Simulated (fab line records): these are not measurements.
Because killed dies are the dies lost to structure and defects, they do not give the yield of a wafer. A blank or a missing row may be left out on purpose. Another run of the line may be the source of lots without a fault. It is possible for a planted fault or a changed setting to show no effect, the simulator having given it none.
Which tool did it? -- flow sfq line -- 45 wafers from 15 lots sampled at 4 of the route's 325 steps

== WHAT THE GAUGES SHOWED, per wafer ==
SFQ_M7_RS_MEAS_943: uses a four-point probe to measure. Usual: for M7_NB_RS the level is 0.890 ohm/sq and the standard deviation is 0.011.
lot,measured,on,M7_NB_RS (ohm/sq),flag
L903,day 72 14:03,film metro-02,0.892 0.905 0.892,
L904,day 72 17:05,film metro-02,0.892 0.891 0.896,
L905,day 72 21:40,film metro-03,0.883 0.897 0.888,
L908,day 73 03:19,film metro-02,0.906 0.896 0.890,
L909,day 73 09:12,film metro-02,0.893 0.888 0.879,
L910,day 73 13:20,film metro-02,0.912 0.904 0.901,
L911,day 74 00:59,film metro-02,0.874 0.877 0.864,
L912,day 79 13:32,film metro-01,0.895 0.899 0.901,
L915,day 81 01:50,film metro-02,0.860 0.866 0.862,
L916,day 85 10:45,film metro-02,0.883 0.881 0.881,
L917,day 85 16:45,film metro-01,0.894 0.893 0.873,
L918,day 85 20:21,film metro-03,0.891 0.893 0.897,
L921,day 86 01:18,film metro-02,0.890 0.888 0.892,
L924,day 86 07:28,film metro-01,0.873 0.891 0.884,
L926,day 86 12:11,film metro-01,0.869 0.884 0.887,

SFQ_M8_THK_MEAS_950: measures by xrf. Usual: for M8_AU_THK the level is 180.8 nm and the standard deviation is 1.8.
lot,measured,on,M8_AU_THK (nm),flag
L903,day 82 14:28,film metro-01,182.4 184.8 183.8,
L904,day 82 19:17,film metro-04,179.8 179.3 181.7,
L905,day 83 01:16,film metro-02,181.4 181.6 182.9,
L908,day 83 14:36,film metro-01,177.2 179.6 180.0,
L909,day 83 23:44,film metro-01,181.9 184.0 181.7,
L910,day 86 14:24,film metro-01,180.9 182.3 182.3,
L911,day 87 09:43,film metro-04,181.9 182.6 182.7,
L912,day 88 10:02,film metro-01,179.7 178.0 180.5,
L915,day 89 16:02,film metro-01,181.8 182.0 183.2,
L916,day 89 23:20,film metro-02,179.3 178.7 179.0,
L917,day 93 06:27,film metro-01,181.8 181.0 181.3,
L918,day 93 12:27,film metro-02,179.1 179.3 178.4,
L921,day 93 18:26,film metro-04,181.0 179.5 180.5,
L924,day 94 01:38,film metro-04,178.6 177.4 175.8,
L926,day 95 02:09,film metro-01,183.5 181.3 181.2,

== EACH LOT AND THE TOOL THAT RAN IT (in order: tool; ch and the chambers of the sampled wafers; start) ==
lot,SFQ_TRILAYER_I5_STRIP_STRIP_148,SFQ_TRILAYER_I7_VIA_LITHO_PEB_190
L903,"rie metal-02 ch 0,1, day 66 10:31","litho track-02 ch 0, day 78 15:52"
L904,"rie metal-03 ch 0,1, day 66 14:19","litho track-02 ch 0, day 78 18:18"
L905,"rie metal-01 ch 0,1, day 66 15:19","litho track-03 ch 0, day 78 20:40"
L908,"rie metal-02 ch 0,1, day 66 22:38","litho track-02 ch 0, day 79 03:52"
L909,"rie metal-02 ch 0,1, day 67 09:26","litho track-02 ch 0, day 79 08:39"
L910,"rie metal-03 ch 0,1, day 67 15:26","litho track-02 ch 0, day 82 12:05"
L911,"rie metal-01 ch 0,1, day 68 03:26","litho track-03 ch 0, day 83 14:37"
L912,"rie metal-02 ch 0,1, day 69 07:44","litho track-02 ch 0, day 84 12:56"
L915,"rie metal-02 ch 1, day 70 14:33","litho track-03, day 85 15:28"
L916,"rie metal-03 ch 0,1, day 71 00:09","litho track-02, day 86 00:06"
L917,"rie metal-02 ch 1, day 71 06:21","litho track-02, day 89 20:52"
L918,"rie metal-01 ch 0,1, day 71 12:09","litho track-02 ch 0, day 90 01:40"
L921,"rie metal-02 ch 0,1, day 72 07:21","litho track-02 ch 0, day 90 06:26"
L924,"rie metal-01 ch 0, day 73 00:09","litho track-02 ch 0, day 90 13:38"
L926,"rie metal-01 ch 0, day 73 08:33","litho track-02 ch 0, day 91 13:38"
- SFQ_TRILAYER_I5_STRIP_STRIP_148: strips in O2.
- SFQ_TRILAYER_I7_VIA_LITHO_PEB_190: peb time 60 s.

== WHAT THE TOOLS THEMSELVES READ (means of the sampled wafers that have a number; where no wafer has one, the mark that the record gives instead) ==
SFQ_TRILAYER_I5_STRIP_STRIP_148. Usual: drypump motor current A 5.8 A, standard deviation 0.61; oes product au 0.999 a.u., standard deviation 0.0079.
lot,tool,drypump motor current A (A),oes product au (a.u.),flag
L903,rie metal-02,5.0,0.999,
L904,rie metal-03,5.8,1.005,
L905,rie metal-01,6.3,0.993,
L908,rie metal-02,4.9,0.998,
L909,rie metal-02,4.8,0.997,
L910,rie metal-03,5.8,1.000,
L911,rie metal-01,6.5,0.997,
L912,rie metal-02,5.0,0.995,
L915,rie metal-02,5.2,0.985,
L916,rie metal-03,5.8,1.000,
L917,rie metal-02,5.3,0.993,
L918,rie metal-01,6.3,0.996,
L921,rie metal-02,5.1,1.001,
L924,rie metal-01,6.5,1.002,
L926,rie metal-01,6.6,1.006,

SFQ_TRILAYER_I7_VIA_LITHO_PEB_190. Usual: chill plate temp C 22.98 C, standard deviation 0.11; exhaust pa 45.1 Pa, standard deviation 0.99.
lot,tool,chill plate temp C (C),exhaust pa (Pa),flag
L903,litho track-02,23.05,45.0,
L904,litho track-02,22.88,45.2,
L905,litho track-03,22.90,45.4,
L908,litho track-02,23.01,44.1,
L909,litho track-02,22.96,45.4,
L910,litho track-02,23.13,44.1,
L911,litho track-03,22.89,46.3,
L912,litho track-02,22.94,44.7,
L915,litho track-03,-,-,OFF
L916,litho track-02,-,-,OFF
L917,litho track-02,-,-,OFF
L918,litho track-02,22.90,43.9,
L921,litho track-02,23.02,45.8,
L924,litho track-02,23.10,43.9,
L926,litho track-02,22.92,45.1,

== THE ANSWER, worked out from the rows above alone ==
Rule: take the mean of a lot's wafers that have a number; if it is more than 3 standard deviations from the usual mean, the lot is off. Also off: a lot with no number at a reading for which 4 or more lots have one. All remaining lots with rows at the step are treated as sound. The gauges are gone through in route order, then the tools' own readings, and for those a lot's mean is taken as printed above. At the first step where some lot is off, the reading lying furthest off is the one used; lots without a number count as furthest.
Off, at SFQ_TRILAYER_I7_VIA_LITHO_PEB_190 on chill plate temp C: L915, L916, L917. Without a number there: L915, L916, L917.
A tool fits if, at that step or a process step before it, it ran every lot that is off, and no sound lot after the first of them. None of those tried fits.

== WHAT THE SIMULATOR PUT IN ==
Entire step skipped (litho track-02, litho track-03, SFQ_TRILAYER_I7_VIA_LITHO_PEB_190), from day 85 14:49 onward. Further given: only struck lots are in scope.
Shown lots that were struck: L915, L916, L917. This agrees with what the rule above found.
